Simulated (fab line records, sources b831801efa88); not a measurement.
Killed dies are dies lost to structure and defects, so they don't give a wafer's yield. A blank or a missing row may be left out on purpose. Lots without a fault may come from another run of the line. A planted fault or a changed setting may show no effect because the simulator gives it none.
Which tool did it? | flow gf180mcu | 14 lots, 42 wafers sampled, at 3 steps of a route of 602

WHAT THE GAUGES READ, wafer by wafer
GF_V5_CD_MEAS_14: target cd 260 nm. Usual: cd_nm 259.8 nm, standard deviation 1.2.
lot  | measured     | on        | cd_nm (nm)        | flag
L621 | day 27 08:37 | cd_sem-02 | 258.3 258.2 258.3 |
L622 | day 27 18:22 | cd_sem-02 | 259.5 258.1 259.0 |
L624 | day 28 09:25 | cd_sem-01 | 259.9 261.4 259.7 |
L625 | day 28 19:32 | cd_sem-01 | 258.3 257.1 257.3 |
L627 | day 29 14:43 | cd_sem-01 | 259.6 259.7 260.4 |
L628 | day 29 20:25 | cd_sem-02 | 260.2 260.5 260.6 |
L630 | day 30 10:13 | cd_sem-01 | 259.4 261.1 259.9 |
L634 | day 31 11:13 | cd_sem-01 | 260.9 260.8 259.7 |
L636 | day 31 18:22 | cd_sem-01 | 262.0 262.0 260.1 |
L638 | day 32 02:55 | cd_sem-01 | 260.3 259.5 261.3 |
L639 | day 32 13:01 | cd_sem-02 | 258.2 258.3 257.4 |
L640 | day 32 19:48 | cd_sem-01 | 262.3 261.5 262.4 |
L642 | day 33 04:46 | cd_sem-02 | 259.4 259.4 260.2 |
L643 | day 33 19:52 | cd_sem-02 | 258.1 259.3 259.0 |

WHICH TOOL RAN EACH LOT (tool, then ch and the chambers of the sampled wafers, then the start)
lot  | GF_V1_STRIP_19                  | GF_V5_CMP_04
L621 | wet_bench-01 ch 0, day 18 05:37 | cmp-02 ch 2,3, day 26 11:07
L622 | wet_bench-03 ch 2, day 18 18:24 | cmp-02 ch 1,2,3, day 26 21:47
L624 | wet_bench-01 ch 0, day 19 12:36 | cmp-02 ch 2,3, day 27 13:08
L625 | wet_bench-03 ch 2, day 20 03:07 | cmp-02 ch 0,2,3, day 28 00:02
L627 | wet_bench-02 ch 0, day 21 00:34 | cmp-02 ch 1,2, day 28 19:02
L628 | wet_bench-01 ch 2, day 21 07:31 | cmp-02 ch 0,2,3, day 29 01:20
L630 | wet_bench-03 ch 0, day 22 02:10 | cmp-01 ch 0,2,3, day 29 15:41
L634 | wet_bench-01 ch 1, day 23 07:42 | cmp-02 ch 0,1, day 30 16:44
L636 | wet_bench-01 ch 3, day 23 17:28 | cmp-01 ch 0,2,3, day 30 23:50
L638 | wet_bench-02 ch 0, day 24 06:19 | cmp-02 ch 0,2, day 31 09:28
L639 | wet_bench-03 ch 1, day 24 17:49 | cmp-02 ch 0,2,3, day 31 20:00
L640 | wet_bench-02 ch 2, day 25 03:43 | cmp-02 ch 1,2, day 32 02:50
L642 | wet_bench-03 ch 1, day 25 15:37 | cmp-02 ch 0,1,3, day 32 12:22
L643 | wet_bench-03 ch 2, day 26 10:40 | cmp-01 ch 1,3, day 33 03:49
- GF_V1_STRIP_19: strips in post etch residue remover, time 1200 s.
- GF_V5_CMP_04: polishes SiO2.

WHAT THE TOOLS THEMSELVES READ (means of the sampled wafers that have a number; where no wafer has one, the mark that the record gives instead)
GF_V5_CMP_04. Usual: motor_current_A 11.7 A, standard deviation 0.9.
lot  | tool   | motor_current_A (A) | flag
L621 | cmp-02 | 12.2                |
L622 | cmp-02 | 11.3                |
L624 | cmp-02 | 11.8                |
L625 | cmp-02 | 11.3                |
L627 | cmp-02 | 10.8                |
L628 | cmp-02 | 11.7                |
L630 | cmp-01 | 12.6                |
L634 | cmp-02 | 10.9                |
L636 | cmp-01 | 12.5                |
L638 | cmp-02 | 11.4                |
L639 | cmp-02 | 11.7                |
L640 | cmp-02 | 11.4                |
L642 | cmp-02 | 11.0                |
L643 | cmp-01 | 12.9                |

THE ANSWER, worked out from the rows above alone
Rule: a lot is off if the mean of its wafers that have a number lies more than 3 standard deviations from the usual mean. A lot without any number at a reading at which 4 lots or more have one is off too. The other lots that the step has rows for count as sound. The gauges are gone through in route order, then the tools' own readings, and for those a lot's mean is taken as printed above. The first step at which some lot is off is used, and at that step the reading that is off furthest; a lot without a number counts as furthest.
No lot is off at any reading shown: from this, nothing can be told.

WHAT THE SIMULATOR HAD PUT IN
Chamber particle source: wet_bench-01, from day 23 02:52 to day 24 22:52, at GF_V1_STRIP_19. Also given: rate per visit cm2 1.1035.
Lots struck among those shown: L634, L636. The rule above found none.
